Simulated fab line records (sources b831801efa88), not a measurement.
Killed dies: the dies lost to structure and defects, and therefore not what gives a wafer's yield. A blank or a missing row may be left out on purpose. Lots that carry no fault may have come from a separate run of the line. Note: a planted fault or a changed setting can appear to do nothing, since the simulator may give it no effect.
Which of the tools did it?    flow gf180mcu    at 1 step of a route of 602, 13 lots with 38 wafers sampled

== WHAT THE GAUGES SHOWED, per wafer ==
GF_VT_IMPLANT_OVL_MEAS_18. Usual: VT_IMPLANT_01_OVL gives -0.4 nm (standard deviation 1.5).
lot   measured      on          VT_IMPLANT_01_OVL (nm)  flag
L454  day 6 05:23   overlay-01  -0.7 -1.5 1.2           
L455  day 6 10:53   overlay-02  0.9 -1.2 -0.3           
L456  day 6 19:08   overlay-01  -0.1 -0.2 -0.5          
L460  day 7 14:58   overlay-02  2.1 2.5 1.2             
L468  day 9 23:53   overlay-02  1.0 -0.1                
L469  day 10 09:37  overlay-01  -1.3 -2.5 -2.5          
L470  day 10 19:56  overlay-01  -0.3 -1.7 -0.8          
L471  day 11 09:20  overlay-01  1.2 2.6 2.3             
L472  day 11 11:35  overlay-02  1.1 -0.4 2.2            
L473  day 12 01:02  overlay-02  0.6 1.2 0.0             
L474  day 12 01:20  overlay-01  -2.4 -2.6 -2.6          
L476  day 12 12:17  overlay-01  -2.2 -0.5 -0.8          
L475  day 12 12:22  overlay-02  0.4 1.7 1.0             

== WHAT TOOL EACH LOT RAN ON (gives the tool, then ch and the chambers of the sampled wafers, and finally the start) ==
The record shows no process step preceding these readings.

== AS READ BY THE TOOLS THEMSELVES (means over the sampled wafers that have a number; for cases with no such wafer, the mark the record gives instead) ==
The record holds no such reading with a usual standard deviation.

== THE ANSWER, worked out from the rows above alone ==
Rule: take the mean of a lot's wafers that have a number; if it is more than 3 standard deviations from the usual mean, the lot is off. Also off: a lot with no number at a reading for which 4 or more lots have one. All remaining lots with rows at the step are treated as sound. Order of review: gauges by route order, followed by the tools' own readings, for which a lot's mean as printed above is used. At the first step where some lot is off, the reading lying furthest off is the one used; lots without a number count as furthest.
Nothing can be told from this: no lot is off at any reading shown.

== WHAT THE SIMULATOR PUT IN ==
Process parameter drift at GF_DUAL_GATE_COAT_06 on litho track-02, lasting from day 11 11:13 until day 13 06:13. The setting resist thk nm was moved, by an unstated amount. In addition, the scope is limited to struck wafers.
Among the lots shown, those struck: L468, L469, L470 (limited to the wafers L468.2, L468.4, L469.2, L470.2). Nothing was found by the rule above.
